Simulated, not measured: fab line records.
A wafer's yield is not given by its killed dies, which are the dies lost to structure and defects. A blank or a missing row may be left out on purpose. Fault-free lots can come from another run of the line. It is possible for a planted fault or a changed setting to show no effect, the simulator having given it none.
What tool caused it? | flow sky130 | 72 wafers from 24 lots sampled at 6 of the route's 708 steps

## WHAT EACH GAUGE READ, for each wafer
SKY_CONTACT_OVL_MEAS_15. Usual: CONTACT_OVL gives -2 nm (standard deviation 4.8).
lot  | measured     | on         | CONTACT_OVL (nm) | flag
L074 | day 31 20:13 | overlay-02 | -2 3 -2          |
L075 | day 32 05:21 | overlay-02 | -6 -3 -3         |
L077 | day 33 01:58 | overlay-01 | -6 0 -3          |
L076 | day 33 07:28 | overlay-01 | 5 -5 2           |
L078 | day 33 14:55 | overlay-01 | 1 -4 -2          |
L079 | day 33 15:49 | overlay-02 | -1 -4 -5         |
L080 | day 34 00:06 | overlay-02 | 0 0 0            |
L081 | day 34 10:22 | overlay-01 | -9 -4 -6         |
L082 | day 34 20:45 | overlay-02 | 0 4 4            |
L083 | day 35 02:46 | overlay-02 | -8 1 2           |
L084 | day 35 09:41 | overlay-02 | -7 -9 -11        |
L085 | day 35 21:40 | overlay-02 | 5 2 9            |
L086 | day 36 02:22 | overlay-02 | 0 11 1           |
L087 | day 36 08:10 | overlay-02 | 3 -2 0           |
L088 | day 36 16:49 | overlay-02 | -4 5 -5          |
L089 | day 36 22:53 | overlay-01 | 5 5 -2           |
L090 | day 37 08:28 | overlay-01 | 0 -2 7           |
L091 | day 37 13:34 | overlay-02 | -7 -6 0          |
L092 | day 37 20:22 | overlay-01 | 0 1 0            |
L093 | day 37 23:28 | overlay-02 | -4 -3 -11        |
L094 | day 38 05:37 | overlay-02 | -7 -11 -2        |
L095 | day 38 12:46 | overlay-01 | 2 -4 6           |
L096 | day 38 16:58 | overlay-02 | -4 -8 -4         |
L097 | day 39 08:32 | overlay-01 | -6 -4 -3         |

SKY_VIA1_OVL_MEAS_13. Usual: VIA1_OVL gives -1 nm (standard deviation 4.6).
lot  | measured     | on         | VIA1_OVL (nm) | flag
L074 | day 34 02:48 | overlay-01 | -12 -8 -13    |
L075 | day 34 10:43 | overlay-02 | -6 -4 1       |
L077 | day 35 05:34 | overlay-01 | 0 0 -1        |
L076 | day 35 11:10 | overlay-02 | -3 -9 -5      |
L078 | day 35 17:24 | overlay-01 | 1 0 0         |
L079 | day 35 18:54 | overlay-02 | 0 3 -3        |
L080 | day 36 04:48 | overlay-02 | -2 -6 -1      |
L081 | day 36 14:58 | overlay-02 | 6 0 0         |
L082 | day 37 01:43 | overlay-01 | -6 -1 -2      |
L083 | day 37 09:37 | overlay-01 | -1 3 0        |
L084 | day 37 16:25 | overlay-01 | 1 -2 -5       |
L085 | day 38 03:52 | overlay-01 | 4 2 5         |
L086 | day 38 08:40 | overlay-01 | 2 5 -1        |
L087 | day 38 14:30 | overlay-01 | 5 1 -2        |
L088 | day 38 23:01 | overlay-02 | -4 -5 0       |
L089 | day 39 04:49 | overlay-01 | 7 7 5         |
L090 | day 39 14:43 | overlay-01 | 4 -5 5        |
L091 | day 39 19:49 | overlay-01 | -11 -10 -9    |
L092 | day 40 05:44 | overlay-01 | -4 -2 -1      |
L093 | day 40 06:52 | overlay-01 | 2 4 6         |
L094 | day 40 11:09 | overlay-02 | -6 2 -1       |
L095 | day 40 17:05 | overlay-02 | -4 -6 0       |
L096 | day 40 22:10 | overlay-01 | -1 0 -3       |
L097 | day 41 13:19 | overlay-01 | 0 3 -8        |

SKY_VIA4_OVL_MEAS_11. Usual: VIA4_OVL gives -0.3 nm (standard deviation 1.6).
lot  | measured     | on         | VIA4_OVL (nm)  | flag
L074 | day 42 19:41 | overlay-02 | 0.7 0.7 3.1    |
L075 | day 43 00:51 | overlay-01 | 1.4 -0.6 1.0   |
L077 | day 43 20:09 | overlay-01 | 0.0 0.0 0.5    |
L076 | day 44 04:13 | overlay-01 | -1.7 -2.0 -1.3 |
L078 | day 44 07:17 | overlay-02 | 1.6 2.0 1.4    |
L079 | day 44 10:32 | overlay-02 | 0.8 0.0 0.3    |
L080 | day 44 16:47 | overlay-01 | 0.5 -1.2 -0.4  |
L081 | day 45 00:48 | overlay-02 | -0.9 -2.9 -0.2 |
L082 | day 45 10:35 | overlay-02 | -0.1 -1.1 -0.5 |
L083 | day 45 20:25 | overlay-01 | -0.3 -2.3 -1.5 |
L084 | day 46 03:01 | overlay-02 | -0.2 -0.7 -0.6 |
L085 | day 46 11:46 | overlay-01 | -1.0 -1.4 -1.8 |
L086 | day 46 13:47 | overlay-01 | -1.5 -1.8 -1.4 |
L087 | day 46 17:00 | overlay-01 | -3.2 -1.5 -2.0 |
L088 | day 47 04:48 | overlay-01 | 1.9 3.0 2.2    |
L089 | day 47 10:06 | overlay-01 | -2.7 -3.0 -2.2 |
L090 | day 47 13:50 | overlay-01 | 0.2 2.6 0.4    |
L091 | day 47 17:02 | overlay-01 | -0.1 -0.8 -0.1 |
L092 | day 48 00:47 | overlay-01 | -1.6 -1.0 -0.2 |
L093 | day 48 02:27 | overlay-02 | -1.3 -1.8 -2.2 |
L094 | day 48 05:38 | overlay-01 | -1.7 -0.8 -3.1 |
L095 | day 48 09:40 | overlay-01 | 0.7 -0.6 1.2   |
L096 | day 48 11:21 | overlay-02 | -0.9 -0.7 -1.2 |
L097 | day 49 03:12 | overlay-01 | 2.0 3.5 1.5    |

## WHAT TOOL EACH LOT RAN ON (gives the tool, then ch and the chambers of the sampled wafers, and finally the start)
lot  | SKY_METAL3_SPUTTER_02        | SKY_METAL3_ETCH_17                 | SKY_METAL3_METAL_ETCH_18
L074 | pvd sputter-02, day 36 08:49 | rie diel-04 ch 0,1,2, day 38 13:19 | rie metal-04 ch 0, day 38 13:20
L075 | pvd sputter-03, day 36 17:04 | rie diel-04 ch 0,3, day 38 20:20   | rie metal-04 ch 0,1, day 38 20:21
L077 | pvd sputter-03, day 37 13:00 | rie diel-04 ch 2,3, day 39 16:20   | rie metal-03 ch 1, day 39 16:28
L076 | pvd sputter-02, day 37 19:35 | rie diel-02 ch 0,1,2, day 39 22:46 | rie metal-03 ch 1, day 39 22:58
L078 | pvd sputter-04, day 38 01:55 | rie diel-02 ch 1,2,3, day 40 04:43 | rie metal-04 ch 1, day 40 04:44
L079 | pvd sputter-03, day 38 03:44 | rie diel-02 ch 0,1,2, day 40 07:31 | rie metal-04 ch 1, day 40 07:32
L080 | pvd sputter-03, day 38 12:09 | rie diel-04 ch 0,2,3, day 40 14:11 | rie metal-04 ch 0,1, day 40 14:12
L081 | pvd sputter-02, day 38 20:42 | rie diel-03 ch 1,2,3, day 40 23:19 | rie metal-03 ch 0,1, day 40 23:20
L082 | pvd sputter-04, day 39 08:11 | rie diel-03 ch 1,2,3, day 41 10:19 | rie metal-03 ch 0,1, day 41 10:20
L083 | pvd sputter-04, day 39 19:40 | rie diel-04 ch 0,2,3, day 41 20:28 | rie metal-03 ch 0,1, day 41 20:33
L084 | pvd sputter-02, day 39 22:16 | rie diel-04 ch 0,1,3, day 42 00:28 | rie metal-04 ch 0,1, day 42 00:33
L085 | pvd sputter-03, day 40 12:13 | rie diel-03 ch 0,2,3, day 42 13:46 | rie metal-02 ch 0,1, day 42 13:47
L086 | pvd sputter-04, day 40 14:02 | rie diel-03 ch 0,1,2, day 42 15:28 | rie metal-02 ch 0,1, day 42 15:29
L087 | pvd sputter-03, day 40 20:31 | rie diel-02 ch 1,2, day 42 19:56   | rie metal-03 ch 0,1, day 42 19:57
L088 | pvd sputter-03, day 41 09:14 | rie diel-04 ch 0,2,3, day 43 08:16 | rie metal-03 ch 0,1, day 43 08:21
L089 | pvd sputter-02, day 41 12:15 | rie diel-03 ch 0,1,3, day 43 12:10 | rie metal-03 ch 0,1, day 43 12:15
L090 | pvd sputter-02, day 41 19:51 | rie diel-03 ch 1,2, day 43 18:55   | rie metal-04 ch 0,1, day 43 18:56
L091 | pvd sputter-02, day 42 00:35 | rie diel-04 ch 2,3, day 43 23:55   | rie metal-04 ch 0,1, day 43 23:56
L092 | pvd sputter-04, day 42 09:29 | rie diel-04 ch 0,2, day 44 07:55   | rie metal-03 ch 0,1, day 44 07:56
L093 | pvd sputter-03, day 42 11:35 | rie diel-03 ch 0,3, day 44 10:29   | rie metal-02 ch 0,1, day 44 10:34
L094 | pvd sputter-04, day 42 15:15 | rie diel-03 ch 0,3, day 44 13:29   | rie metal-02 ch 0,1, day 44 13:30
L095 | pvd sputter-03, day 42 21:52 | rie diel-03 ch 0,2,3, day 44 20:08 | rie metal-04 ch 0,1, day 44 20:09
L096 | pvd sputter-04, day 43 01:11 | rie diel-02 ch 0,1,3, day 44 21:49 | rie metal-04 ch 0,1, day 44 21:50
L097 | pvd sputter-02, day 43 16:46 | rie diel-04 ch 0,1, day 45 14:32   | rie metal-02 ch 0,1, day 45 14:37
- SKY_METAL3_SPUTTER_02: material AlCu, target thk 735 nm, time 39.1 s.
- SKY_METAL3_ETCH_17: etches SiO2 in C4F8/O2/Ar, stops on TiN, time 3.9 s, target depth 15 nm.
- SKY_METAL3_METAL_ETCH_18: etches the open film in Cl2/BCl3, stops on SiO2, target depth 845 nm, time 183.1 s.

## AS READ BY THE TOOLS THEMSELVES (means over the sampled wafers that have a number; for cases with no such wafer, the mark the record gives instead)
SKY_METAL3_SPUTTER_02. Usual: throttle valve pct 30.0 %, standard deviation 0.98.
lot  | tool           | throttle valve pct (%) | flag
L074 | pvd sputter-02 | 30.4                   |
L075 | pvd sputter-03 | 29.6                   |
L077 | pvd sputter-03 | 29.1                   |
L076 | pvd sputter-02 | 30.0                   |
L078 | pvd sputter-04 | 29.9                   |
L079 | pvd sputter-03 | 30.2                   |
L080 | pvd sputter-03 | 30.7                   |
L081 | pvd sputter-02 | 30.1                   |
L082 | pvd sputter-04 | 29.8                   |
L083 | pvd sputter-04 | 29.6                   |
L084 | pvd sputter-02 | 30.1                   |
L085 | pvd sputter-03 | 29.9                   |
L086 | pvd sputter-04 | 29.3                   |
L087 | pvd sputter-03 | 29.8                   |
L088 | pvd sputter-03 | 29.8                   |
L089 | pvd sputter-02 | 30.1                   |
L090 | pvd sputter-02 | 30.5                   |
L091 | pvd sputter-02 | 30.4                   |
L092 | pvd sputter-04 | 29.7                   |
L093 | pvd sputter-03 | 30.4                   |
L094 | pvd sputter-04 | 29.8                   |
L095 | pvd sputter-03 | 30.4                   |
L096 | pvd sputter-04 | 29.5                   |
L097 | pvd sputter-02 | 31.0                   |

SKY_METAL3_ETCH_17. Usual: oes product au 0.755 a.u., standard deviation 0.0074.
lot  | tool        | oes product au (a.u.) | flag
L074 | rie diel-04 | 0.749                 |
L075 | rie diel-04 | 0.749                 |
L077 | rie diel-04 | 0.756                 |
L076 | rie diel-02 | 0.755                 |
L078 | rie diel-02 | 0.754                 |
L079 | rie diel-02 | 0.751                 |
L080 | rie diel-04 | 0.751                 |
L081 | rie diel-03 | 0.760                 |
L082 | rie diel-03 | 0.757                 |
L083 | rie diel-04 | 0.754                 |
L084 | rie diel-04 | 0.761                 |
L085 | rie diel-03 | 0.757                 |
L086 | rie diel-03 | 0.748                 |
L087 | rie diel-02 | 0.758                 |
L088 | rie diel-04 | 0.760                 |
L089 | rie diel-03 | 0.753                 |
L090 | rie diel-03 | 0.752                 |
L091 | rie diel-04 | 0.754                 |
L092 | rie diel-04 | 0.755                 |
L093 | rie diel-03 | 0.756                 |
L094 | rie diel-03 | 0.753                 |
L095 | rie diel-03 | 0.754                 |
L096 | rie diel-02 | 0.754                 |
L097 | rie diel-04 | 0.764                 |

SKY_METAL3_METAL_ETCH_18. Usual: drypump motor current A 5.9 A, standard deviation 0.37; oes product au 0.862 a.u., standard deviation 0.007; throttle valve pct 22.265 %, standard deviation 0.0086.
lot  | tool         | drypump motor current A (A) | oes product au (a.u.) | throttle valve pct (%) | flag
L074 | rie metal-04 | 6.3                         | 0.865                 | 22.264                 |
L075 | rie metal-04 | 5.7                         | 0.868                 | 22.262                 |
L077 | rie metal-03 | 6.0                         | 0.860                 | 22.275                 |
L076 | rie metal-03 | 6.0                         | 0.870                 | 22.271                 |
L078 | rie metal-04 | 5.4                         | 0.863                 | 22.263                 |
L079 | rie metal-04 | 5.3                         | 0.855                 | 22.273                 |
L080 | rie metal-04 | 5.7                         | 0.861                 | 22.268                 |
L081 | rie metal-03 | 5.9                         | 0.857                 | 22.266                 |
L082 | rie metal-03 | 5.9                         | 0.868                 | 22.275                 |
L083 | rie metal-03 | 5.7                         | 0.862                 | 22.269                 |
L084 | rie metal-04 | 6.0                         | 0.860                 | 22.254                 |
L085 | rie metal-02 | 6.2                         | 0.858                 | 22.269                 |
L086 | rie metal-02 | 6.2                         | 0.860                 | 22.266                 |
L087 | rie metal-03 | 5.7                         | 0.862                 | 22.263                 |
L088 | rie metal-03 | 5.9                         | 0.863                 | 22.274                 |
L089 | rie metal-03 | 5.7                         | 0.859                 | 22.267                 |
L090 | rie metal-04 | 6.0                         | 0.861                 | 22.264                 |
L091 | rie metal-04 | 5.7                         | 0.864                 | 22.269                 |
L092 | rie metal-03 | 5.9                         | 0.872                 | 22.264                 |
L093 | rie metal-02 | 6.1                         | 0.861                 | 22.262                 |
L094 | rie metal-02 | 6.2                         | 0.870                 | 22.253                 |
L095 | rie metal-04 | 5.7                         | 0.861                 | 22.268                 |
L096 | rie metal-04 | 6.1                         | 0.854                 | 22.262                 |
L097 | rie metal-02 | 6.1                         | 0.860                 | 22.260                 |

## THE ANSWER, worked out from the rows above alone
Rule: a lot counts as off when the mean over its wafers that have a number is more than 3 standard deviations away from the usual mean. Also off: a lot with no number at a reading for which 4 or more lots have one. All remaining lots with rows at the step are treated as sound. Order of review: gauges by route order, followed by the tools' own readings, for which a lot's mean as printed above is used. The first step at which some lot is off is used, and at that step the reading that is off furthest; a lot without a number counts as furthest.
No lot is off at any reading shown: from this, nothing can be told.

## WHAT WAS PUT IN BY THE SIMULATOR
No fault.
